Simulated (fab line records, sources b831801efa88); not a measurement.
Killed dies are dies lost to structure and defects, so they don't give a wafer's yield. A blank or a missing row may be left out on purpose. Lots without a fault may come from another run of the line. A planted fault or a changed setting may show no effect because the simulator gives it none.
fab line records | flow sky130
record lots=5 wafers=15 last_day=50
route steps=708 shown VIA2@511 METAL3@532 CAPM@537
lots that met no fault: from a run of the same line without faults
start_h: hours from the record's first day to the start of the lot's first wafer shown | wait_h: hours since the lot's step before | " the same as in the row above | L1.1+2: a row that stands for several wafers | - no value, or no start given | * or withheld: withheld | < > ~ a bound
route shown NAME@n: a module of which the file shows steps, and the number in the route of the first | usual: mean/standard deviation of fault-free wafers | same: alike in all rows | chamber/n: place in a boat | sites: the reading at each site | _std_site: their standard deviation | _edge_site: outer sites' mean less inner sites' | radius_mm: how far each site lies from the wafer's centre | mask NAME#n: copy n | behind: the tool/chamber that last shaped the wafer | hold: why the lot was held/for how many hours/how that ended | device: the transistor (n, p or np) that didn't switch | end of line: the same wafers' tests at the end of the route | a step without rows: its recipe alone | killed: dies lost to structure and defects at the first sort, not the wafer's yield | map: a wafer's dies, x killed, . not, _ none there
set.NAME: the setting as run; set.NAME@STEP: as run at that earlier step | model.NAME: the simulator's own value behind a step, which no gauge read
lots at some steps of the route; a table a step, a row a wafer
services: from which hour (start_h, from the record's first day; less than 0 if before it) a tool's chamber was out of use, for how many hours, and why
## steps
# step SKY_VIA2_DEHYDRATE_04
# recipe temp_c=200 time_s=60
# same time_s=60
# columns lot.wafer tool chamber start_h wait_h
L085.1+2+4 litho_track-02 0 912.20 11.3
L086.3+5+6 litho_track-02 0 915.40 11.4
L092.1+3+5 litho_track-02 0 962.10 11.3
L095.2+4+6 litho_track-01 0 978.15 11.8
L096.1+2+4 litho_track-02 0 990.45 10.8
# step SKY_VIA2_HMDS_05
# recipe prime_time_s=60 prime_temp_c=120
# columns lot.wafer tool chamber start_h wait_h
L085.1+2+4 litho_track-02 0 912.35 0.1
L086.3+5+6 litho_track-02 0 915.55 0.1
L092.1+3+5 litho_track-02 0 962.25 0.1
L095.2+4+6 litho_track-01 0 978.30 0.1
L096.1+2+4 litho_track-02 0 990.60 0.1
# step SKY_VIA2_COAT_06
# recipe resist=BARC temp_c=withheld time_s=withheld spin_rpm=3000 resist_thk_nm=60
# columns lot.wafer tool chamber start_h wait_h
L085.1+2+4 litho_track-02 0 912.50 0.1
L086.3+5+6 litho_track-02 0 915.70 0.1
L092.1+3+5 litho_track-02 0 962.40 0.1
L095.2+4+6 litho_track-01 0 978.45 0.1
L096.1+2+4 litho_track-02 0 990.75 0.1
# step SKY_VIA2_COAT_07
# recipe resist=KrF-thick spin_rpm=3000 resist_thk_nm=450
# columns lot.wafer tool chamber start_h wait_h
L085.1+2+4 litho_track-02 0 - -
L086.3+5+6 litho_track-02 0 - -
L092.1+3+5 litho_track-02 0 - -
L095.2+4+6 litho_track-01 0 - -
L096.1+2+4 litho_track-02 0 - -
# step SKY_VIA2_SOFTBAKE_08
# recipe temp_c=100 time_s=90 resist=KrF-thick
# same time_s=90
# columns lot.wafer tool chamber start_h wait_h
L085.1+2+4 litho_track-02 0 - -
L086.3+5+6 litho_track-02 0 - -
L092.1+3+5 litho_track-02 0 - -
L095.2+4+6 litho_track-01 0 - -
L096.1+2+4 litho_track-02 0 - -
# step SKY_VIA2_EXPOSE_09
# recipe mask_id=VIM2 na=0.8 source_shape=annular sigma_inner=0.55 sigma_outer=0.85 target_cd_nm=200 dose_mj=38
# usual reticle_temp_C=22.99/0.1
# columns lot.wafer tool chamber start_h wait_h mask reticle_temp_C
L085.1 krf_scanner-02 0 - - VIM2#0 23.07
L085.2 " 0 " " VIM2#0 23.11
L085.4 " 0 " " VIM2#0 22.99
L086.3 krf_scanner-01 0 - - VIM2#0 22.87
L086.5 " 0 " " VIM2#0 22.89
L086.6 " 0 " " VIM2#0 22.96
L092.1 krf_scanner-02 0 - - VIM2#0 22.89
L092.3 " 0 " " VIM2#0 23.06
L092.5 " 0 " " VIM2#0 22.99
L095.2 krf_scanner-01 0 - - VIM2#0 22.91
L095.4 " 0 " " VIM2#0 22.93
L095.6 " 0 " " VIM2#0 22.97
L096.1 krf_scanner-02 0 - - VIM2#0 23.12
L096.2 " 0 " " VIM2#0 22.86
L096.4 " 0 " " VIM2#0 23.00
# step SKY_VIA2_PEB_10
# recipe peb_temp_c=withheld peb_time_s=withheld resist=KrF-thick
# columns lot.wafer tool chamber start_h wait_h
L085.1+2+4 litho_track-02 0 - -
L086.3+5+6 litho_track-01 0 - -
L092.1+3+5 litho_track-03 0 - -
L095.2+4+6 litho_track-01 0 - -
L096.1+2+4 litho_track-02 0 - -
# step SKY_VIA2_DEVELOP_11
# recipe develop_time_s=60 resist=KrF-thick dev_temp_c=21
# columns lot.wafer tool chamber start_h wait_h
L085.1+2+4 litho_track-02 0 - -
L086.3+5+6 litho_track-01 0 - -
L092.1+3+5 litho_track-03 0 - -
L095.2+4+6 litho_track-01 0 - -
L096.1+2+4 litho_track-02 0 - -
# step SKY_VIA2_CD_MEAS_12
# recipe target_cd_nm=200
# usual cd_nm=200.4/1.4
# columns lot.wafer tool chamber start_h wait_h cd_nm
L085.1 cd_sem-01 - 925.20 - 201.5
L085.2 " - " " 200.2
L085.4 " - " " 201.3
L086.3 cd_sem-01 - 927.76 - 200.1
L086.5 " - " " 201.2
L086.6 " - " " 200.9
L092.1 cd_sem-01 - 975.60 - 199.8
L092.3 " - " " 200.3
L092.5 " - " " 201.1
L095.2 cd_sem-02 - 990.29 - 202.4
L095.4 " - " " 203.4
L095.6 " - " " 199.9
L096.1 cd_sem-02 - 1002.65 - 199.3
L096.2 " - " " 198.8
L096.4 " - " " 199.8
# step SKY_VIA2_OVL_MEAS_13
# usual VIA2_OVL=-5/5.7
# columns lot.wafer tool chamber start_h wait_h VIA2_OVL[nm]
L085.1 overlay-02 - 925.32 0.1 -5
L085.2 " - " " -5
L085.4 " - " " -2
L086.3 overlay-01 - 927.85 0.1 -12
L086.5 " - " " -7
L086.6 " - " " -6
L092.1 overlay-01 - 975.72 0.1 -1
L092.3 " - " " -2
L092.5 " - " " 2
L095.2 overlay-01 - 990.40 0.1 -9
L095.4 " - " " -5
L095.6 " - " " -13
L096.1 overlay-01 - 1002.77 0.1 -10
L096.2 " - " " -6
L096.4 " - " " -13
# step SKY_VIA2_ETCH_14
# recipe chemistry=N2/H2 target=BARC ion_energy_ev=200 source_w=500 bias_w=100 pressure_mtorr=30 n2_flow_sccm=100 h2_flow_sccm=200 stop_on=SiO2 time_s=45.9 target_depth_a=600
# usual drypump_motor_current_A=5.8/0.54 oes_product_au=0.854/0.0045 throttle_valve_pct=13.225/0.0089
# same time_s=45.9
# columns lot.wafer tool chamber start_h wait_h drypump_motor_current_A oes_product_au rf_hours_counter_h throttle_valve_pct
L085.1 rie_diel-03 2 925.35 0.0 5.3 0.852 11 13.227
L085.2 " 1 " " 5.5 0.861 8 13.238
L085.4 " 3 " " 6.6 0.844 6 13.224
L086.3 rie_diel-01 1 927.88 0.0 5.2 0.860 19 13.217
L086.5 " 2 " " 6.4 0.848 - 13.221
L086.6 " 3 " " 6.0 0.854 - 13.223
L092.1 rie_diel-03 1 975.75 0.0 5.5 0.859 9 13.242
L092.3 " 3 " " 6.6 0.854 6 13.208
L092.5 " 0 " " 5.8 0.850 - 13.215
L095.2 rie_diel-01 2 990.43 0.0 6.5 0.860 7 13.236
L095.4 " 2 " " 6.4 0.858 - 13.246
L095.6 " 1 " " 5.2 0.856 - 13.206
L096.1 rie_diel-01 1 1002.80 0.0 5.2 0.848 21 13.218
L096.2 " 2 " " 6.5 0.851 8 13.225
L096.4 " 2 " " 6.5 0.858 - 13.236
# step SKY_VIA2_ETCH_15
# recipe target=SiO2 chemistry=C4F8/O2/Ar target_depth_nm=546 stop_on=TiN mask_material=KrF-thick source_w=1500 bias_w=1200 pressure_mtorr=40 c4f8_flow_sccm=withheld O2_flow_sccm=6 Ar_flow_sccm=300 time_s=84
# usual oes_product_au=0.941/0.0045
# same time_s=84
# columns lot.wafer tool chamber start_h wait_h oes_product_au rf_hours_counter_h
L085.1 rie_diel-03 2 925.39 0.0 0.936 11
L085.2 " 1 " " 0.941 8
L085.4 " 3 " " 0.942 6
L086.3 rie_diel-01 1 927.92 0.0 0.936 19
L086.5 " 2 " " 0.939 -
L086.6 " 3 " " 0.940 -
L092.1 rie_diel-03 1 975.79 0.0 0.940 10
L092.3 " 3 " " 0.935 6
L092.5 " 0 " " 0.938 -
L095.2 rie_diel-01 2 990.47 0.0 0.942 7
L095.4 " 2 " " 0.939 -
L095.6 " 1 " " 0.941 -
L096.1 rie_diel-01 1 1002.84 0.0 0.943 21
L096.2 " 2 " " 0.938 8
L096.4 " 2 " " 0.946 -
# step SKY_VIA2_STRIP_16
# recipe chemistry=O2/N2 power_w=1400 pressure_mtorr=1500 platen_temp_c=withheld o2_flow_sccm=3000 n2_flow_sccm=300 overash_fraction=0.5
# usual drypump_motor_current_A=5.7/0.46 oes_product_au=0.397/0.0046 strip_time_to_endpoint_s=4.03/0.031
# columns lot.wafer tool chamber start_h wait_h drypump_motor_current_A oes_product_au rf_hours_counter_h strip_time_to_endpoint_s
L085.1 plasma_asher-04 1 925.46 0.0 6.0 0.392 18 4.04
L085.2 " 0 " " 6.0 0.396 18 4.00
L085.4 " 1 " " 6.0 0.400 - 4.03
L086.3 plasma_asher-03 1 928.02 0.1 5.8 0.396 - 4.00
L086.5 " 1 " " 5.8 0.399 - 4.02
L086.6 " 0 " " 6.5 0.406 - 4.02
L092.1 plasma_asher-04 0 975.86 0.0 6.0 0.399 21 3.99
L092.3 " 0 " " 6.0 0.393 - 4.05
L092.5 " 1 " " 6.0 0.397 - 4.03
L095.2 plasma_asher-04 1 990.53 0.0 6.0 0.394 23 4.01
L095.4 " 1 " " 6.0 0.398 - 4.01
L095.6 " 0 " " 6.0 0.395 - 3.97
L096.1 plasma_asher-02 1 1002.91 0.0 5.2 0.393 57 3.96
L096.2 " 0 " " 5.2 0.399 57 3.99
L096.4 " 1 " " 5.2 0.401 - 3.99
# step SKY_VIA2_STRIP_17
# recipe chemistry=post_etch_residue_remover time_s=1200 temp_c=72.5
# same time_s=1200
# columns lot.wafer tool chamber start_h wait_h
L085.1+2+4 wet_bench-02 1 925.56 0.1
L086.3+5+6 wet_bench-04 3 928.08 0.0
L092.1+3+5 wet_bench-01 0 975.96 0.1
L095.2+4+6 wet_bench-02 1 990.63 0.1
L096.1+2+4 wet_bench-01 0 1003.01 0.1
# step SKY_VIA2_CLEAN_18
# recipe chemistry=IPA time_s=180 temp_c=25
# same time_s=180
# columns lot.wafer tool chamber start_h wait_h
L085.1+2+4 wet_bench-04 0 925.93 0.0
L086.3+5+6 wet_bench-01 3 928.42 0.0
L092.1+3+5 wet_bench-02 0 976.30 0.0
L095.2+4+6 wet_bench-02 0 990.98 0.0
L096.1+2+4 wet_bench-01 1 1003.35 0.0
# step SKY_VIA2_CLEAN_19
# recipe chemistry=O3/DIW dry=n2_spin
# columns lot.wafer tool chamber start_h wait_h
L085.1+2+4 wet_bench-02 1 925.99 0.0
L086.3+5+6 wet_bench-02 0 928.49 0.0
L092.1+3+5 wet_bench-02 3 976.36 0.0
L095.2+4+6 wet_bench-01 2 991.03 0.0
L096.1+2+4 wet_bench-01 2 1003.41 0.0
# step SKY_VIA2_SPUTTER_20
# recipe material=TiN target_thk_nm=20 chamber_pressure_pa=5 power_w=4000 time_s=80
# usual throttle_valve_pct=29.4/1.6
# same time_s=80
# columns lot.wafer tool chamber start_h wait_h throttle_valve_pct
L085.1 pvd_sputter-03 - 926.09 0.0 30.8
L085.2 " - " " 30.2
L085.4 " - " " 29.2
L086.3 pvd_sputter-03 - 928.59 0.0 29.8
L086.5 " - " " 30.0
L086.6 " - " " 29.2
L092.1 pvd_sputter-03 - 976.45 0.0 29.9
L092.3 " - " " 29.8
L092.5 " - " " 30.8
L095.2 pvd_sputter-03 - 991.13 0.0 30.6
L095.4 " - " " 29.9
L095.6 " - " " 30.7
L096.1 pvd_sputter-02 - 1003.50 0.0 28.7
L096.2 " - " " 30.1
L096.4 " - " " 31.8
# step SKY_VIA2_CVD_21
# recipe material=W target_thk_nm=420 time_s=126.4 temp_c=400 pressure_torr=40
# usual heater_power_w=908/62
# same time_s=126.4
# columns lot.wafer tool chamber start_h wait_h heater_power_w
L085.1 cvd_w-01 1 926.15 0.0 887
L085.2 " 0 " " 935
L085.4 " 1 " " 870
L086.3 cvd_w-02 1 928.69 0.1 985
L086.5 " 1 " " 955
L086.6 " 0 " " 815
L092.1 cvd_w-02 0 976.51 0.0 829
L092.3 " 0 " " 835
L092.5 " 0 " " 799
L095.2 cvd_w-02 1 991.19 0.0 1006
L095.4 " 0 " " 821
L095.6 " 0 " " 837
L096.1 cvd_w-02 1 1003.56 0.0 1010
L096.2 " 0 " " 802
L096.4 " 0 " " 823
# step SKY_VIA2_RS_MEAS_22
# recipe thk_meas_gauge=four-point-probe reads=W_of_VIA2_CVD_21+TiN_of_VIA2_SPUTTER_20
# usual VIA2_W_RS=0.275/0.0031
# columns lot.wafer tool chamber start_h wait_h VIA2_W_RS[ohm/sq]
L085.1 film_metro-04 - 926.29 0.1 0.267
L085.2 " - " " 0.273
L085.4 " - " " 0.269
L086.3 film_metro-03 - 928.82 0.1 0.279
L086.5 " - " " 0.278
L086.6 " - " " 0.280
L092.1 film_metro-01 - 976.64 0.1 0.277
L092.3 " - " " 0.276
L092.5 " - " " 0.279
L095.2 film_metro-01 - 991.34 0.1 0.272
L095.4 " - " " 0.279
L095.6 " - " " 0.276
L096.1 film_metro-03 - 1003.69 0.1 0.272
L096.2 " - " " 0.275
L096.4 " - " " 0.279
# step SKY_VIA2_THK_MEAS_23
# recipe thk_meas_gauge=xrf reads=W_of_VIA2_CVD_21
# usual VIA2_W_THK=413/5.6
# columns lot.wafer tool chamber start_h wait_h VIA2_W_THK[nm]
L085.1 film_metro-04 - 926.41 0.1 428
L085.2 " - " " 414
L085.4 " - " " 420
L086.3 film_metro-03 - 928.92 0.1 407
L086.5 " - " " 409
L086.6 " - " " 405
L092.1 film_metro-01 - 976.76 0.1 407
L092.3 " - " " 410
L092.5 " - " " 406
L095.2 film_metro-01 - 991.45 0.1 419
L095.4 " - " " 409
L095.6 " - " " 417
L096.1 film_metro-03 - 1003.81 0.1 414
L096.2 " - " " 411
L096.4 " - " " 405
# step SKY_VIA2_CMP_24
# recipe stop_on=SiO2 t_overpolish_s=20 down_force_psi=3.5 platen_rpm=60 target_thk_nm=0 pad_velocity_m_s=0.94248
# usual motor_current_A=10.7/1.4 overpolish_run_s=20.001/0.0092 time_to_endpoint_s=101/5.3
# columns lot.wafer tool chamber start_h wait_h motor_current_A overpolish_run_s time_to_endpoint_s
L085.1 cmp-02 0 926.52 0.1 9.7 19.993 101
L085.4 " 1 " " 12.2 20.013 108
L085.2 " 2 " " 12.9 19.998 101
L086.3 cmp-02 3 928.96 0.0 9.4 20.013 102
L086.6 " 3 " " 9.7 19.988 101
L086.5 " 0 " " 10.0 19.997 103
L092.1 cmp-01 3 976.87 0.1 9.8 20.016 105
L092.3 " 1 " " 10.2 20.003 94
L092.5 " 2 " " 12.7 19.984 103
L095.4 cmp-02 3 991.55 0.1 9.5 19.982 98
L095.2 " 1 " " 12.4 19.998 104
L095.6 " 3 " " 10.0 20.008 96
L096.2 cmp-02 2 1003.87 0.0 12.3 19.993 102
L096.4 " 0 " " 10.2 19.993 96
L096.1 " 1 " " 12.1 20.007 109
# step SKY_METAL3_SPUTTER_00
# recipe material=Ti target_thk_nm=15 power_w=3000 time_s=10 chamber_pressure_pa=0.4
# usual throttle_valve_pct=30.1/1
# same time_s=10
# columns lot.wafer tool chamber start_h wait_h throttle_valve_pct
L085.1 pvd_sputter-04 - 926.77 0.2 29.0
L085.2 " - " " 29.5
L085.4 " - " " 27.9
L086.3 pvd_sputter-01 - 929.26 0.2 32.0
L086.5 " - " " 31.7
L086.6 " - " " 30.9
L092.1 pvd_sputter-01 - 977.12 0.2 30.5
L092.3 " - " " 29.0
L092.5 " - " " 30.5
L095.2 pvd_sputter-04 - 991.80 0.1 28.2
L095.4 " - " " 30.3
L095.6 " - " " 27.9
L096.1 pvd_sputter-03 - 1004.17 0.1 29.0
L096.2 " - " " 29.9
L096.4 " - " " 30.7
# step SKY_METAL3_SPUTTER_01
# recipe material=TiN target_thk_nm=20 power_w=6500 time_s=16.7 chamber_pressure_pa=0.4
# usual throttle_valve_pct=30.1/1
# same time_s=16.7
# columns lot.wafer tool chamber start_h wait_h throttle_valve_pct
L085.1 pvd_sputter-04 - 926.79 0.0 28.8
L085.2 " - " " 29.7
L085.4 " - " " 27.8
L086.3 pvd_sputter-01 - 929.28 0.0 31.7
L086.5 " - " " 31.7
L086.6 " - " " 30.8
L092.1 pvd_sputter-01 - 977.14 0.0 30.5
L092.3 " - " " 28.8
L092.5 " - " " 30.6
L095.2 pvd_sputter-04 - 991.82 0.0 27.9
L095.4 " - " " 30.5
L095.6 " - " " 28.1
L096.1 pvd_sputter-03 - 1004.19 0.0 29.4
L096.2 " - " " 29.9
L096.4 " - " " 30.9
# step SKY_METAL3_SPUTTER_02
# recipe material=AlCu target_thk_nm=735 power_w=10600 time_s=39.1 chamber_pressure_pa=0.4
# usual throttle_valve_pct=30.1/1.1
# same time_s=39.1
# columns lot.wafer tool chamber start_h wait_h throttle_valve_pct
L085.1 pvd_sputter-04 - 926.82 0.0 28.9
L085.2 " - " " 29.5
L085.4 " - " " 27.7
L086.3 pvd_sputter-01 - 929.31 0.0 32.0
L086.5 " - " " 32.2
L086.6 " - " " 30.9
L092.1 pvd_sputter-01 - 977.17 0.0 30.4
L092.3 " - " " 29.2
L092.5 " - " " 30.9
L095.2 pvd_sputter-04 - 991.84 0.0 28.0
L095.4 " - " " 30.3
L095.6 " - " " 28.0
L096.1 pvd_sputter-03 - 1004.22 0.0 29.3
L096.2 " - " " 29.9
L096.4 " - " " 31.1
# step SKY_METAL3_SPUTTER_03
# recipe material=Ti target_thk_nm=5 power_w=3058 time_s=3.3 chamber_pressure_pa=0.4
# usual throttle_valve_pct=30.2/1
# same time_s=3.3
# columns lot.wafer tool chamber start_h wait_h throttle_valve_pct
L085.1 pvd_sputter-04 - 926.86 0.0 29.0
L085.2 " - " " 29.5
L085.4 " - " " 28.0
L086.3 pvd_sputter-01 - 929.35 0.0 31.8
L086.5 " - " " 31.9
L086.6 " - " " 31.3
L092.1 pvd_sputter-01 - 977.21 0.0 30.5
L092.3 " - " " 29.2
L092.5 " - " " 30.5
L095.2 pvd_sputter-04 - 991.88 0.0 27.9
L095.4 " - " " 30.5
L095.6 " - " " 28.0
L096.1 pvd_sputter-03 - 1004.26 0.0 29.0
L096.2 " - " " 30.1
L096.4 " - " " 30.8
# step SKY_METAL3_SPUTTER_04
# recipe material=TiN target_thk_nm=70 power_w=6500 time_s=58.3 chamber_pressure_pa=0.4
# usual throttle_valve_pct=30.2/1
# same time_s=58.3
# columns lot.wafer tool chamber start_h wait_h throttle_valve_pct
L085.1 pvd_sputter-04 - 926.88 0.0 29.0
L085.2 " - " " 29.3
L085.4 " - " " 27.7
L086.3 pvd_sputter-01 - 929.36 0.0 31.8
L086.5 " - " " 32.1
L086.6 " - " " 31.0
L092.1 pvd_sputter-01 - 977.23 0.0 30.6
L092.3 " - " " 28.9
L092.5 " - " " 30.3
L095.2 pvd_sputter-04 - 991.90 0.0 28.1
L095.4 " - " " 30.4
L095.6 " - " " 28.0
L096.1 pvd_sputter-03 - 1004.28 0.0 29.2
L096.2 " - " " 29.8
L096.4 " - " " 30.8
# step SKY_CAPM_CVD_00
# recipe material=SiO2 target_thk_nm=15.5 temp_c=400 time_s=withheld rf_w=450
# usual heater_power_w=738/81
# columns lot.wafer tool chamber start_h wait_h heater_power_w
L085.1 pecvd-02 1 926.92 0.0 814
L085.2 " 2 " " 826
L085.4 " 2 " " 813
L086.3 pecvd-01 1 929.41 0.0 607
L086.5 " 0 " " 640
L086.6 " 2 " " 818
L092.1 pecvd-01 2 977.27 0.0 824
L092.3 " 0 " " 690
L092.5 " 2 " " 820
L095.2 pecvd-02 2 991.95 0.0 710
L095.4 " 2 " " 703
L095.6 " 1 " " 797
L096.1 pecvd-01 0 1004.33 0.0 722
L096.2 " 1 " " 727
L096.4 " 1 " " 730
# step SKY_CAPM_THK_MEAS_01
# recipe reads=SiO2_of_CAPM_CVD_00
# usual CAPM_CVD_00_THK=15.59/0.23
# columns lot.wafer tool chamber start_h wait_h CAPM_CVD_00_THK[nm]
L085.1 film_metro-01 - 926.96 - 15.46
L085.2 " - " " 15.50
L085.4 " - " " 15.87
L086.3 film_metro-02 - 929.46 - 15.13
L086.5 " - " " 15.70
L086.6 " - " " 15.63
L092.1 film_metro-01 - 977.30 - 15.25
L092.3 " - " " 15.34
L092.5 " - " " 15.66
L095.2 film_metro-02 - 991.98 - 15.67
L095.4 " - " " 15.84
L095.6 " - " " 15.49
L096.1 film_metro-01 - 1004.35 - 15.64
L096.2 " - " " 15.79
L096.4 " - " " 15.89
# step SKY_CAPM_SPUTTER_02
# recipe material=TiN target_thk_nm=200 temp_c=300 power_w=6500 time_s=166.7 chamber_pressure_pa=0.4
# usual throttle_valve_pct=29.5/1.8
# same time_s=166.7
# columns lot.wafer tool chamber start_h wait_h throttle_valve_pct
L085.1 pvd_sputter-02 - 927.02 0.1 31.8
L085.2 " - " " 26.0
L085.4 " - " " 28.7
L086.3 pvd_sputter-04 - 929.50 0.0 30.2
L086.5 " - " " 29.6
L086.6 " - " " 30.2
L092.1 pvd_sputter-02 - 977.36 0.1 29.0
L092.3 " - " " 25.8
L092.5 " - " " 31.6
L095.2 pvd_sputter-01 - 992.03 0.0 31.0
L095.4 " - " " 31.9
L095.6 " - " " 30.6
L096.1 pvd_sputter-02 - 1004.41 0.1 30.0
L096.2 " - " " 28.6
L096.4 " - " " 31.7
# step SKY_CAPM_RS_MEAS_03
# recipe thk_meas_gauge=four-point-probe reads=TiN_of_CAPM_SPUTTER_02
# usual CAPM_TIN_RS=6.92/0.096
# columns lot.wafer tool chamber start_h wait_h CAPM_TIN_RS[ohm/sq]
L085.1 film_metro-04 - 927.13 0.1 6.86
L085.2 " - " " 6.95
L085.4 " - " " 6.94
L086.3 film_metro-01 - 929.64 0.1 6.81
L086.5 " - " " 6.88
L086.6 " - " " 6.78
L092.1 film_metro-02 - 977.47 0.1 6.87
L092.3 " - " " 6.89
L092.5 " - " " 6.82
L095.2 film_metro-01 - 992.16 0.1 7.17
L095.4 " - " " 7.17
L095.6 " - " " 7.02
L096.1 film_metro-02 - 1004.52 0.1 6.91
L096.2 " - " " 6.87
L096.4 " - " " 6.89
# step SKY_CAPM_THK_MEAS_04
# recipe thk_meas_gauge=xrf reads=TiN_of_CAPM_SPUTTER_02
# usual CAPM_TIN_THK=198.9/2.7
# columns lot.wafer tool chamber start_h wait_h CAPM_TIN_THK[nm]
L085.1 film_metro-04 - 927.25 0.1 199.5
L085.2 " - " " 197.7
L085.4 " - " " 197.5
L086.3 film_metro-01 - 929.74 0.1 201.8
L086.5 " - " " 200.0
L086.6 " - " " 202.8
L092.1 film_metro-02 - 977.59 0.1 201.2
L092.3 " - " " 200.3
L092.5 " - " " 201.9
L095.2 film_metro-01 - 992.27 0.1 191.8
L095.4 " - " " 192.2
L095.6 " - " " 196.5
L096.1 film_metro-02 - 1004.64 0.1 200.6
L096.2 " - " " 199.9
L096.4 " - " " 199.7
# step SKY_CAPM_DEHYDRATE_05
# recipe temp_c=200 time_s=60
# same time_s=60
# columns lot.wafer tool chamber start_h wait_h
L085.1+2+4 litho_track-03 0 938.95 11.7
L086.3+5+6 litho_track-02 0 941.30 11.5
L092.1+3+5 litho_track-04 0 988.19 10.6
L095.2+4+6 litho_track-04 0 1002.81 10.5
L096.1+2+4 litho_track-04 0 1015.24 10.6
# step SKY_CAPM_HMDS_06
# recipe prime_time_s=60 prime_temp_c=120
# columns lot.wafer tool chamber start_h wait_h
L085.1+2+4 litho_track-03 0 939.10 0.1
L086.3+5+6 litho_track-02 0 941.45 0.1
L092.1+3+5 litho_track-04 0 988.34 0.1
L095.2+4+6 litho_track-04 0 1002.96 0.1
L096.1+2+4 litho_track-04 0 1015.39 0.1
# step SKY_CAPM_COAT_07
# recipe resist=NOVOLAK spin_rpm=3000 resist_thk_nm=1140
# columns lot.wafer tool chamber start_h wait_h
L085.1+2+4 litho_track-03 0 939.25 0.1
L086.3+5+6 litho_track-02 0 941.60 0.1
L092.1+3+5 litho_track-04 0 988.49 0.1
L095.2+4+6 litho_track-04 0 1003.11 0.1
L096.1+2+4 litho_track-04 0 1015.54 0.1
# step SKY_CAPM_SOFTBAKE_08
# recipe temp_c=90 time_s=60 resist=NOVOLAK
# same time_s=60
# columns lot.wafer tool chamber start_h wait_h
L085.1+2+4 litho_track-03 0 939.40 0.1
L086.3+5+6 litho_track-02 0 941.75 0.1
L092.1+3+5 litho_track-04 0 988.64 0.1
L095.2+4+6 litho_track-04 0 1003.26 0.1
L096.1+2+4 litho_track-04 0 1015.69 0.1
# step SKY_CAPM_EXPOSE_09
# recipe mask_id=CAPM na=0.6 source_shape=conventional sigma_outer=0.6 polarization=unpolarized target_cd_nm=1000 dose_mj=159
# usual reticle_temp_C=23.00/0.12
# columns lot.wafer tool chamber start_h wait_h mask reticle_temp_C
L085.1 iline_stepper-02 0 - - CAPM#0 23.00
L085.2 " 0 " " CAPM#0 22.93
L085.4 " 0 " " CAPM#0 22.99
L086.3 iline_stepper-02 0 - - CAPM#0 23.25
L086.5 " 0 " " CAPM#0 23.25
L086.6 " 0 " " CAPM#0 23.18
L092.1 iline_stepper-01 0 - - CAPM#0 22.94
L092.3 " 0 " " CAPM#0 22.98
L092.5 " 0 " " CAPM#0 23.05
L095.2 iline_stepper-02 0 - - CAPM#0 22.97
L095.4 " 0 " " CAPM#0 23.04
L095.6 " 0 " " CAPM#0 23.08
L096.1 iline_stepper-02 0 - - CAPM#0 23.00
L096.2 " 0 " " CAPM#0 22.84
L096.4 " 0 " " CAPM#0 22.97
# step SKY_CAPM_PEB_10
# recipe temp_c=withheld time_s=* resist=NOVOLAK
# same time_s=*
# columns lot.wafer tool chamber start_h wait_h
L085.1+2+4 litho_track-02 0 - -
L086.3+5+6 litho_track-03 0 - -
L092.1+3+5 litho_track-03 0 - -
L095.2+4+6 litho_track-03 0 - -
L096.1+2+4 litho_track-03 0 - -
# step SKY_CAPM_DEVELOP_11
# recipe resist=NOVOLAK developer=TMAH develop_time_s=60 dev_temp_c=23
# columns lot.wafer tool chamber start_h wait_h
L085.1+2+4 litho_track-02 0 951.80 0.1
L086.3+5+6 litho_track-03 0 953.50 0.1
L092.1+3+5 litho_track-03 0 1000.50 0.1
L095.2+4+6 litho_track-03 0 1014.47 0.1
L096.1+2+4 litho_track-03 0 1027.15 0.1
# step SKY_CAPM_OVL_MEAS_12
# usual CAPM_OVL=-0.6/1.2
# columns lot.wafer tool chamber start_h wait_h CAPM_OVL[nm]
L085.1 overlay-02 - 951.95 0.1 -2.4
L085.2 " - " " -1.7
L085.4 " - " " -0.8
L086.3 overlay-01 - 953.61 0.1 -1.0
L086.5 " - " " 0.7
L086.6 " - " " -1.3
L092.1 overlay-01 - 1000.65 0.1 0.1
L092.3 " - " " 0.1
L092.5 " - " " -1.1
L095.2 overlay-02 - 1014.60 0.1 -0.4
L095.4 " - " " -2.7
L095.6 " - " " -1.7
L096.1 overlay-02 - 1027.30 0.1 -0.5
L096.2 " - " " -1.0
L096.4 " - " " 0.0
# step SKY_CAPM_METAL_ETCH_13
# recipe target_depth_nm=220 stop_on=SiO2 chemistry=Cl2/BCl3 target=TiN pressure_mtorr=10 icp_w=900 bias_w=48.5 Cl2_flow_sccm=60 bcl3_flow_sccm=30 time_s=62.9
# usual drypump_motor_current_A=5.47/0.19 oes_product_au=0.940/0.0089 throttle_valve_pct=21.903/0.011
# same time_s=62.9
# columns lot.wafer tool chamber start_h wait_h drypump_motor_current_A oes_product_au rf_hours_counter_h throttle_valve_pct
L085.1 rie_metal-02 0 951.98 0.0 5.64 0.943 12 21.915
L085.2 " 1 " " 5.47 0.934 13 21.917
L085.4 " 1 " " 5.47 0.931 - 21.896
L086.3 rie_metal-02 0 953.66 0.0 5.66 0.948 - 21.897
L086.5 " 0 " " 5.65 0.942 - 21.910
L086.6 " 1 " " 5.48 0.959 - 21.899
L092.1 rie_metal-04 0 1000.68 0.0 5.63 0.946 11 21.907
L092.3 " 1 " " 5.05 0.938 - 21.902
L092.5 " 0 " " 5.66 0.950 - 21.901
L095.2 rie_metal-02 1 1014.63 0.0 5.50 0.911 16 21.916
L095.4 " 1 " " 5.52 0.922 - 21.919
L095.6 " 0 " " 5.64 0.932 - 21.905
L096.1 rie_metal-02 1 1027.33 0.0 5.51 0.945 17 21.892
L096.2 " 0 " " 5.63 0.947 16 21.902
L096.4 " 1 " " 5.48 0.948 - 21.909
## services
# columns tool chamber start_h hours kind
pvd_sputter-04 - 888.62 10.4 repair
pvd_sputter-03 - 889.20 6.1 repair
iline_stepper-02 - 900.94 5.5 repair
cvd_w-02 - 904.00 14.0 pm
rie_metal-02 1 911.44 6.3 repair
iline_stepper-02 - 921.74 1.7 pm
rie_diel-01 - 922.33 4.1 repair
cvd_w-02 1 922.34 3.2 repair
rie_diel-03 3 925.50 31.2 repair
krf_scanner-02 - 927.48 0.8 pm
cmp-02 - 933.82 3.4 repair
rie_diel-01 2 939.47 2.4 repair
krf_scanner-02 - 939.83 0.9 repair
cmp-02 - 944.53 0.9 repair
plasma_asher-04 - 948.13 12.4 repair
cvd_w-02 - 948.94 2.8 pm
rie_diel-01 3 949.26 9.5 repair
pvd_sputter-03 - 950.59 4.6 repair
cmp-02 - 967.62 1.6 repair
cmp-02 - 968.76 1.0 repair
iline_stepper-02 - 994.57 6.0 repair
rie_diel-03 0 1013.79 3.9 repair
rie_diel-03 3 1016.11 10.8 repair
iline_stepper-02 - 1016.17 5.7 repair
## key
fault none
